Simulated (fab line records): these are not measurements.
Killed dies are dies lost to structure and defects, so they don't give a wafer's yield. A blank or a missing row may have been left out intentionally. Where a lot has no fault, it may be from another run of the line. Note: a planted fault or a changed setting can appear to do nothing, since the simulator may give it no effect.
A lot that was struck, set against a sound lot + flow sky130 + 15 out of 708 route steps
Sound: the wafers L783.1, L783.5, L783.6. Struck: wafers L785.1, L785.3. (L785.4 of the same lot was not struck and is left out.) The cause comes at the end.
At each step with rows: each side's tool, then ch and its chambers, then its first start. Under that, the readings that differ: sound wafers + struck wafers + difference of the means + sigmas: that difference in standard deviations of wafers without a fault.
alike: a reading whose means differ by less than 2 such deviations, as well as words and numbers matching on both sides. not compared: withheld readings; readings where some wafer has no value; bounds like >300 that might hide an equal value; numbers whose values overlap and for which the record gives no deviation.
A row with sigmas, a row that says differs or no value, or rows on one side alone: a step with any of these is where the two part. Non-overlapping numbers with no deviation appear without sigmas and do not part them. A reading that every wafer of one side lacks parts them only if that side has two wafers or more.

SKY_CONTACT_OVL_MEAS_15:
  sound on overlay-02, day 34 02:31; struck on overlay-01, day 35 05:25
| reading          | sound    | struck | difference | sigmas |
|------------------|----------|--------|------------|--------|
| CONTACT_OVL (nm) | -6 -2 -4 | 7 8    | +12        | +2     |
SKY_CONTACT_ETCH_16: etches BARC in N2/H2, stops on SiO2, time 45.9 s, target depth 60 nm.
  sound on rie diel-01 ch 0,1,3, day 34 02:33; struck on rie diel-02 ch 0,2, day 35 05:27
  alike: drypump motor current A, oes product au, throttle valve pct
  not compared: rf hours counter h
then, 1 step without rows for these wafers: SKY_CONTACT_ETCH_17 (etches SiO2 in C4F8/O2/Ar, stops on Si3N4, target depth 340 nm).
SKY_CONTACT_ETCH_18: etches Si3N4 in CHF3/O2, stops on TiN, time 39 s, target depth 75 nm.
  sound: rie diel-01 ch 0,1,3; struck: rie diel-02 ch 0,2
  alike: drypump motor current A, oes product au, throttle valve pct
  not compared: rf hours counter h
then, 4 steps without rows for these wafers: SKY_CONTACT_STRIP_19 (strips in O2/N2); SKY_CONTACT_STRIP_20 (strips in post etch residue remover, time 1200 s); SKY_CONTACT_CLEAN_21 (cleans in IPA, time 180 s); SKY_CONTACT_CLEAN_22 (cleans in O3/DIW).
SKY_CONTACT_SPUTTER_23: material TiN, target thk 20 nm, time 80 s.
  sound on pvd sputter-03, day 34 03:16; struck on pvd sputter-03, day 35 06:31
  alike: chamber pressure pa, throttle valve pct
SKY_CONTACT_CVD_24: deposits W, target thk 340 nm, time 102.12 s.
  sound on cvd w-02 ch 0,1, day 34 03:20; struck on cvd w-02 ch 0,1, day 35 06:35
  alike: heater power w
SKY_CONTACT_RS_MEAS_25: uses a four-point probe to measure.
  sound on film metro-04, day 34 03:27; struck on film metro-02, day 35 06:41
  alike: CONTACT_W_RS
SKY_CONTACT_THK_MEAS_26: measures by xrf.
  sound on film metro-04, day 34 03:34; struck on film metro-02, day 35 06:49
  alike: CONTACT_W_THK
SKY_CONTACT_CMP_27: polishes, stops on SiO2, t overpolish 15 s, target thk 0 nm.
  sound on cmp-01 ch 2,3, day 34 03:41; struck on cmp-01 ch 0,1, day 35 06:55
| reading                | sound                | struck      | difference | sigmas      |
|------------------------|----------------------|-------------|------------|-------------|
| overpolish run s (s)   | 14.994 15.010 14.995 | 0.035 0.032 | -14.966    | -99 or more |
| time to endpoint s (s) | 85 80 79             | 124 127     | +44        | +13         |
  alike: motor current A
SKY_METAL1_SPUTTER_00: material Ti, target thk 15 nm, time 10 s.
  the record holds rows for the sound wafers here (pvd sputter-01, day 34 03:56) but none for the struck ones
-- the record jumps here: 13 days lie between the struck wafers' starts before and after (it left off in module METAL1 and takes up again in module PAD_OPEN, whose first step shown is number 708 of the route) --
SKY_PAD_OPEN_PROBE_99:
  sound on prober-02, day 47 16:55; struck on prober-02, day 48 10:10
| reading            | sound     | struck  | difference | sigmas |
|--------------------|-----------|---------|------------|--------|
| killed at contacts | 22 26 37  | 430 432 | +403       | +71    |
| killed dies        | 92 98 118 | 492 492 | +389       | +41    |
| killed on rim      | 16 18 23  | 96 96   | +77        | +21    |
| killed open        | 60 50 70  | 48 40   | -16        | -2     |
  alike: killed_at_M0_to_M3, killed_at_M4_up, killed at front end, killed at other, killed short

## WHERE THEY PART
First at SKY_CONTACT_OVL_MEAS_15; last, within this record, at SKY_PAD_OPEN_PROBE_99.

WHY: what the simulator had put in
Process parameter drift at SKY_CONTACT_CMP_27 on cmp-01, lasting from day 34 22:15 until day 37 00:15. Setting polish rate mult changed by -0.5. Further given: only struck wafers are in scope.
